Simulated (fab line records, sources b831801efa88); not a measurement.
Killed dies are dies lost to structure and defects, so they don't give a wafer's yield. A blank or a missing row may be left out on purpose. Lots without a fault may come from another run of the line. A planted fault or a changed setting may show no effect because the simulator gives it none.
fab line records | flow sky130
record lots=15 wafers=45 last_day=50
route steps=708 shown VIA1@467
lots that met no fault: from a run of the same line without faults
start_h: hours from the record's first day to the start of the lot's first wafer shown | wait_h: hours since the lot's step before | " the same as in the row above | L1.1+2: a row that stands for several wafers | - no value, or no start given | * or withheld: withheld | < > ~ a bound
route shown NAME@n: a module of which the file shows steps, and the number in the route of the first | usual: mean/standard deviation of fault-free wafers | same: alike in all rows | chamber/n: place in a boat | sites: the reading at each site | _std_site: their standard deviation | _edge_site: outer sites' mean less inner sites' | radius_mm: how far each site lies from the wafer's centre | mask NAME#n: copy n | behind: the tool/chamber that last shaped the wafer | hold: why the lot was held/for how many hours/how that ended | device: the transistor (n, p or np) that didn't switch | end of line: the same wafers' tests at the end of the route | a step without rows: its recipe alone | killed: dies lost to structure and defects at the first sort, not the wafer's yield | map: a wafer's dies, x killed, . not, _ none there
set.NAME: the setting as run; set.NAME@STEP: as run at that earlier step | model.NAME: the simulator's own value behind a step, which no gauge read
steps of the route over a sample of lots; a table a step, a row a wafer
services: from which hour (start_h, from the record's first day; less than 0 if before it) a tool's chamber was out of use, for how many hours, and why
## steps
# step SKY_VIA1_EXPOSE_09
# recipe mask_id=VIM na=0.8 source_shape=annular sigma_inner=0.55 sigma_outer=0.85 target_cd_nm=150 dose_mj=38.94
# usual exposure_dose_mJ_cm2=37.94/0.053 focus_offset_nm=-0.1/0.59 na=0.8/0
# columns lot.wafer tool chamber start_h wait_h mask exposure_dose_mJ_cm2 focus_offset_nm na
L934.2 krf_scanner-01 0 781.48 - VIM#0 37.94 0.0 0.8
L934.5 " 0 " " VIM#0 37.92 0.6 0.8
L934.6 " 0 " " VIM#0 37.92 -0.1 0.8
L933.1 krf_scanner-02 0 782.63 - VIM#0 37.94 0.5 0.8
L933.3 " 0 " " VIM#0 37.98 0.4 0.8
L933.5 " 0 " " VIM#0 37.95 -0.1 0.8
L938.1 krf_scanner-02 0 817.97 - VIM#0 37.97 -0.5 0.8
L938.2 " 0 " " VIM#0 37.97 0.0 0.8
L938.4 " 0 " " VIM#0 37.96 -0.1 0.8
L939.3 krf_scanner-02 0 822.69 - VIM#0 37.96 0.1 0.8
L939.4 " 0 " " VIM#0 37.96 0.2 0.8
L939.6 " 0 " " VIM#0 38.00 -0.3 0.8
L942.1 krf_scanner-01 0 855.40 - VIM#0 37.88 -0.5 0.8
L942.5 " 0 " " VIM#0 37.97 0.5 0.8
L942.6 " 0 " " VIM#0 37.92 0.1 0.8
L944.2 krf_scanner-01 0 860.54 - VIM#0 37.94 -0.6 0.8
L944.3 " 0 " " VIM#0 37.91 -0.8 0.8
L944.6 " 0 " " VIM#0 37.95 0.3 0.8
L945.1 krf_scanner-01 0 863.66 - VIM#0 37.88 1.1 0.8
L945.3 " 0 " " VIM#0 37.91 0.7 0.8
L945.5 " 0 " " VIM#0 37.89 0.6 0.8
L946.1 krf_scanner-01 0 871.81 - VIM#0 37.91 0.6 0.8
L946.3 " 0 " " VIM#0 37.89 0.9 0.8
L946.6 " 0 " " VIM#0 37.93 0.6 0.8
L948.2 krf_scanner-01 - 892.59 - VIM#0 - - -
L948.3 " - " " VIM#0 - - -
L948.5 " - " " VIM#0 - - -
L949.1 krf_scanner-01 - 898.41 - VIM#0 - - -
L949.5 " - " " VIM#0 - - -
L949.6 " - " " VIM#0 - - -
L951.2 krf_scanner-01 - 916.29 - VIM#0 - - -
L951.4 " - " " VIM#0 - - -
L951.5 " - " " VIM#0 - - -
L950.3 krf_scanner-01 0 920.14 - VIM#0 37.84 0.3 0.8
L950.5 " 0 " " VIM#0 37.88 -0.1 0.8
L950.6 " 0 " " VIM#0 37.86 -0.1 0.8
L952.1 krf_scanner-01 0 921.26 - VIM#0 37.88 0.0 0.8
L952.4 " 0 " " VIM#0 37.91 -0.4 0.8
L952.5 " 0 " " VIM#0 37.90 -0.4 0.8
L954.2 krf_scanner-02 0 933.16 - VIM#0 38.05 -1.3 0.8
L954.3 " 0 " " VIM#0 38.00 -0.4 0.8
L954.5 " 0 " " VIM#0 38.00 -1.6 0.8
L956.1 krf_scanner-02 0 943.84 - VIM#0 38.04 0.6 0.8
L956.2 " 0 " " VIM#0 37.99 0.7 0.8
L956.6 " 0 " " VIM#0 37.97 0.4 0.8
## services
# columns tool chamber start_h hours kind
krf_scanner-01 - 757.70 0.8 pm
krf_scanner-01 - 764.13 1.5 repair
krf_scanner-01 - 765.91 1.0 pm
krf_scanner-02 - 768.15 9.2 repair
krf_scanner-01 - 787.23 1.3 pm
krf_scanner-01 - 789.63 0.4 repair
krf_scanner-02 - 795.02 4.4 pm
krf_scanner-01 - 804.65 5.2 repair
krf_scanner-02 - 816.62 1.3 pm
krf_scanner-01 0 830.22 - calibration
krf_scanner-02 - 836.71 3.8 repair
krf_scanner-02 - 848.26 80.5 repair
krf_scanner-02 0 879.53 - calibration
krf_scanner-02 - 928.76 0.8 pm
krf_scanner-02 - 929.51 1.0 pm
krf_scanner-01 - 930.51 0.8 pm
krf_scanner-01 - 934.86 1.0 pm
## key
first_sign step=SKY_VIA1_EXPOSE_09 reading=tool_record direction=missing
effect none on later readings
met_at SKY_VIA1_EXPOSE_09
struck_lots L948,L949,L951
later_rows_left_out L948.2,L948.3,L948.5,L949.1,L949.5,L949.6,L951.2,L951.4,L951.5
sort_left_out L948.2,L948.3,L948.5,L949.1,L949.5,L949.6,L951.2,L951.4,L951.5
onset_between 871.81 892.59
fault kind=skipped_step_whole tool=krf_scanner-01 chamber=- onset_h=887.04 steps=SKY_VIA1_EXPOSE_09 scope=struck_lots_only
# sort_left_out: the simulated sort isn't trusted on such a fault, so these wafers' sort isn't shown, and their yield isn't known
# later_rows_left_out: the simulator's readings of these wafers behind a module that went badly wrong aren't trusted and aren't shown, but for the sort
